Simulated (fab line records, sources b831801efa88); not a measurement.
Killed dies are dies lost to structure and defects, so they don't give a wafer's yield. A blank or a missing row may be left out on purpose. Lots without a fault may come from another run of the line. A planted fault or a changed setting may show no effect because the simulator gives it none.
A struck lot beside a sound one | flow sfq_line | 42 steps out of a route of 325
Sound: wafers L448.2, L448.3, L448.5. Struck: wafer L458.3. (L458.1, L458.5 of the same lot were not struck and are left out.) The cause comes at the end.
At each step with rows: each side's tool, then ch and its chambers, then its first start. Under that, the readings that differ: sound wafers | struck wafers | difference of the means | sigmas: that difference in standard deviations of wafers without a fault.
alike: readings whose means differ by less than 2 such deviations, and words and numbers that are the same on both sides. not compared: withheld readings, readings that some wafer has no value for, bounds like >300 that may hide the same value, and numbers for which the record gives no deviation and whose values overlap.
The two part at a step that has a row with sigmas, a row that says differs or no value, or rows on one side only. Numbers that don't overlap but have no deviation are shown without sigmas and don't part them. A reading that every wafer of one side lacks parts them only if that side has two wafers or more.

first, 6 steps without rows for these wafers: SFQ_TRILAYER_I1_VIA_LITHO_COAT_054 (resist thk 62 nm); SFQ_TRILAYER_I1_VIA_LITHO_COAT_049 (resist thk 650 nm); SFQ_TRILAYER_I1_VIA_LITHO_SOFTBAKE_053; SFQ_TRILAYER_I1_VIA_LITHO_EXPOSE_050 (exposes mask I1, target cd 500 nm); SFQ_TRILAYER_I1_VIA_LITHO_PEB_052 (peb time 60 s); SFQ_TRILAYER_I1_VIA_LITHO_DEVELOP_051 (time 60 s).
SFQ_I1_OVL_MEAS_913:
  sound on overlay-01, day 16 09:01; struck on overlay-01, day 26 14:29
  alike: I1_OVL
then, 1 step without rows for these wafers: SFQ_TRILAYER_I1_VIA_BARC_OPEN_VIA_ETCH_071 (etches BARC in O2, target depth 125 nm, time 41.7 s).
SFQ_TRILAYER_I1_VIA_ETCH_VIA_ETCH_052: etches SiO2 in CHF3, stops on Nb, target depth 260 nm.
  sound on rie_diel-04 ch 0,2,3, day 16 09:05; struck on rie_diel-03 ch 0, day 26 14:34
  alike: drypump_motor_current_A, oes_product_au
SFQ_TRILAYER_I1_VIA_STRIP_STRIP_053: strips in O2.
  sound on rie_metal-03 ch 0,1, day 16 09:12; struck on rie_metal-01 ch 0, day 26 14:40
  alike: drypump_motor_current_A, oes_product_au
  not compared: rf_hours_counter_h
then, 2 steps without rows for these wafers: SFQ_TRILAYER_I1_VIA_STRIP_SOLV_CLEAN_054 (cleans in NMP, time 600 s); SFQ_TRILAYER_M2_DEP_PRE_CLEAN_056 (time 22.5 s).
SFQ_TRILAYER_M2_DEP_SPUTTER_055: material Nb, target thk 200 nm, time 133.3 s.
  sound on pvd_sputter-03, day 16 10:00; struck on pvd_sputter-03, day 26 16:00
  reading                                             | sound             | struck | difference | sigmas
  model.Nb_of_TRILAYER_M2_DEP_SPUTTER_055.thk_nm (nm) | 201.5 201.2 200.9 | 335.2  | +134.0     |
  alike: throttle_valve_pct
SFQ_M2_RS_MEAS_914: measures by four-point-probe.
  sound on film_metro-03, day 16 10:07; struck on film_metro-01, day 26 16:05
  reading           | sound             | struck | difference | sigmas
  M2_NB_RS (ohm/sq) | 0.885 0.885 0.888 | 0.530  | -0.356     | -36
then, 6 steps without rows for these wafers: SFQ_TRILAYER_M2_LITHO_COAT_062 (resist thk 62 nm); SFQ_TRILAYER_M2_LITHO_COAT_057 (resist thk 600 nm); SFQ_TRILAYER_M2_LITHO_SOFTBAKE_061; SFQ_TRILAYER_M2_LITHO_EXPOSE_058 (exposes mask M2, target cd 500 nm); SFQ_TRILAYER_M2_LITHO_PEB_060 (peb time 60 s); SFQ_TRILAYER_M2_LITHO_DEVELOP_059 (time 60 s).
-- the record jumps here: 6 days lie between the struck wafers' starts before and after --
SFQ_M2_OVL_MEAS_916:
  sound on overlay-01, day 22 11:19; struck on overlay-02, day 33 03:19
  alike: M2_OVL
then, 1 step without rows for these wafers: SFQ_TRILAYER_M2_BARC_OPEN_METAL_ETCH_077 (etches BARC in O2, target depth 125 nm, time 41.7 s).
SFQ_TRILAYER_M2_ETCH_METAL_ETCH_060: etches Nb in Cl2/Ar, stops on SiO2, target depth 240 nm, time 120 s.
  sound on rie_metal-04 ch 0,1, day 22 11:24; struck on rie_metal-04 ch 0, day 33 03:28
  reading               | sound             | struck | difference | sigmas
  oes_product_au (a.u.) | 0.898 0.902 0.896 | 0.998  | +0.099     | +14
  alike: drypump_motor_current_A
  not compared: rf_hours_counter_h
then, 4 steps without rows for these wafers: SFQ_TRILAYER_M2_STRIP_STRIP_061 (strips in O2); SFQ_TRILAYER_M2_STRIP_SOLV_CLEAN_062 (cleans in NMP, time 600 s); SFQ_TRILAYER_I2_DEP_PECVD_063 (deposits SiO2 from SiH4/N2O, time 111.11 s, target thk 500 nm); SFQ_TRILAYER_I2_CMP_CMP_064 (polishes SiO2).
SFQ_I2_BOW_MEAS_917:
  sound on film_metro-02, day 23 07:13; struck on film_metro-02, day 33 21:47
  alike: I2_BOW
then, 7 steps without rows for these wafers: SFQ_TRILAYER_I2_METRO_MEASURE_065; SFQ_TRILAYER_I2_VIA_LITHO_COAT_072 (resist thk 62 nm); SFQ_TRILAYER_I2_VIA_LITHO_COAT_067 (resist thk 650 nm); SFQ_TRILAYER_I2_VIA_LITHO_SOFTBAKE_071; SFQ_TRILAYER_I2_VIA_LITHO_EXPOSE_068 (exposes mask I2, target cd 500 nm); SFQ_TRILAYER_I2_VIA_LITHO_PEB_070 (peb time 60 s); SFQ_TRILAYER_I2_VIA_LITHO_DEVELOP_069 (time 60 s).
-- the record jumps here: 5 days lie between the struck wafers' starts before and after --
SFQ_I2_OVL_MEAS_918:
  sound on overlay-02, day 23 22:07; struck on overlay-01, day 39 09:29
  reading     | sound | struck | difference | sigmas
  I2_OVL (nm) | 2 7 7 | -7     | -12        | -2
SFQ_TRILAYER_I2_VIA_BARC_OPEN_VIA_ETCH_096: etches BARC in O2, target depth 125 nm, time 41.7 s.
  sound on rie_diel-04 ch 1,3, day 23 22:08; struck on rie_diel-01 ch 0, day 39 09:31
  alike: drypump_motor_current_A, oes_product_au
  not compared: rf_hours_counter_h
SFQ_TRILAYER_I2_VIA_ETCH_VIA_ETCH_070: etches SiO2 in CHF3, stops on Nb, target depth 260 nm.
  sound on rie_diel-04 ch 1,3, day 23 22:11; struck on rie_diel-01 ch 0, day 39 09:34
  alike: drypump_motor_current_A, oes_product_au
SFQ_TRILAYER_I2_VIA_STRIP_STRIP_071: strips in O2.
  sound on rie_metal-02 ch 1, day 23 22:17; struck on rie_metal-01 ch 1, day 39 09:40
  alike: drypump_motor_current_A, oes_product_au
  not compared: rf_hours_counter_h
then, 2 steps without rows for these wafers: SFQ_TRILAYER_I2_VIA_STRIP_SOLV_CLEAN_072 (cleans in NMP, time 600 s); SFQ_TRILAYER_M3_DEP_PRE_CLEAN_074 (time 22.5 s).
-- the record jumps here: 40 days lie between the struck wafers' starts before and after --
SFQ_M8_BOW_MEAS_951:
  sound on film_metro-02, day 76 09:43; struck on film_metro-04, day 79 09:53
  reading                       | sound                | struck | difference | sigmas
  M8_BOW (um)                   | 19 17 12             | -7     | -23        | -2
  model.etest.m2.comb_log10_ohm | 12 12 12             | 0      | -12        |
  model.etest.m2.ohm_sq         | 0.8839 0.8855 0.8869 | 0.5315 | -0.3539    |

WHERE THEY PART
First at SFQ_M2_RS_MEAS_914; last, within this record, at SFQ_M8_BOW_MEAS_951.

WHY: what the simulator had put in
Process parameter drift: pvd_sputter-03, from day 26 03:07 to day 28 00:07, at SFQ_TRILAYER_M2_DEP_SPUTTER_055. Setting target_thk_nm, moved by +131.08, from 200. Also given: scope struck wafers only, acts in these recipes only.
